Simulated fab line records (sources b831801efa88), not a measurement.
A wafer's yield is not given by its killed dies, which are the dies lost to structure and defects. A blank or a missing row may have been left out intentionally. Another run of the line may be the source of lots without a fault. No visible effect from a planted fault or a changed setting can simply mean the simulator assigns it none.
A struck lot beside a sound one + flow sky130 + 15 out of 708 route steps
Sound: these wafers, L494.2, L494.5, L494.6. Struck: wafers L498.2, L498.4, L498.5. The cause is named last.
At each step with rows: each side's tool, then ch and its chambers, then its first start. Under that, the readings that differ: sound wafers + struck wafers + difference of the means + sigmas: that difference in standard deviations of wafers without a fault.
alike: a reading whose means differ by less than 2 such deviations, as well as words and numbers matching on both sides. not compared: withheld readings; readings where some wafer has no value; bounds like >300 that might hide an equal value; numbers whose values overlap and for which the record gives no deviation.
The two part at a step that has a row with sigmas, a row that says differs or no value, or rows on one side only. Numbers that don't overlap but have no deviation are shown without sigmas and don't part them. A reading missing from all wafers of one side parts the sides only when that side holds two or more wafers.

SKY_VIA4_THK_MEAS_20: measures by xrf.
  struck on filmMetro-04, day 47 07:26; sound on filmMetro-04, day 46 10:57
  alike: VIA4_W_THK
SKY_VIA4_CMP_21: polishes, stops on SiO2, t overpolish 25 s, target thk 0 nm.
  sound on cmp-02 ch 0,1, day 46 11:00; struck on cmp-02 ch 1,2,3, day 47 07:29
  alike: motorCurrentA, overpolishRunS, slurryFilterDpKPa, timeToEndpointS
SKY_METAL5_SPUTTER_00: material Ti, target thk 15 nm, time 10 s.
  struck on pvdSputter-02, day 47 07:47; sound on pvdSputter-02, day 46 11:18
  alike: throttleValvePct
then, 1 step without rows for these wafers: SKY_METAL5_SPUTTER_01 (material TiN, target thk 20 nm, time 16.7 s).
SKY_METAL5_SPUTTER_02: material AlCu, target thk 1150 nm, time 61.2 s.
  struck on pvdSputter-02, day 47 07:50; sound on pvdSputter-02, day 46 11:21
  alike: throttleValvePct
SKY_METAL5_SPUTTER_03: material Ti, target thk 5 nm, time 3.3 s.
  struck on pvdSputter-02, day 47 07:53; sound on pvdSputter-02, day 46 11:24
  alike: throttleValvePct
SKY_METAL5_SPUTTER_04: material TiN, target thk 70 nm, time 58.3 s.
  struck on pvdSputter-02, day 47 07:54; sound on pvdSputter-02, day 46 11:25
  alike: throttleValvePct
SKY_METAL5_RS_MEAS_05: measures by four-point-probe.
  struck on filmMetro-02, day 47 07:58; sound on filmMetro-04, day 46 11:29
  alike: METAL5_ALCU_RS
SKY_METAL5_THK_MEAS_06: measures by xrf.
  struck on filmMetro-02, day 47 08:04; sound on filmMetro-04, day 46 11:36
  alike: METAL5_ALCU_THK
then, 3 steps without rows for these wafers: SKY_METAL5_DEHYDRATE_07 (time 60 s); SKY_METAL5_HMDS_08 (prime time 60 s); SKY_METAL5_COAT_09 (resist thk 1800 nm).
SKY_METAL5_SOFTBAKE_10: time 60 s.
  sound on lithoTrack-04 ch 0, day 46 21:28; struck on lithoTrack-04 ch 0, day 47 18:43
| reading               | sound             | struck            | difference | sigmas |
|-----------------------|-------------------|-------------------|------------|--------|
| heaterPowerTotalW (W) | 56.61 56.57 56.61 | 57.63 57.66 57.67 | +1.06      | +24    |
| plateTempC (C)        | 90.05 90.14 90.28 | 91.39 91.13 91.39 | +1.15      | +10    |
then, 2 steps without rows for these wafers: SKY_METAL5_EXPOSE_11 (exposes mask MM5, target cd 1600 nm); SKY_PAD_OPEN_PROBE_99.

== WHERE THEY PART ==
Only at SKY_METAL5_SOFTBAKE_10, as far as this record shows.

WHY: what the simulator had put in
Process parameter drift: lithoTrack-04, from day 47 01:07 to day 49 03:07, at SKY_METAL5_SOFTBAKE_10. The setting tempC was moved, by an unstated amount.
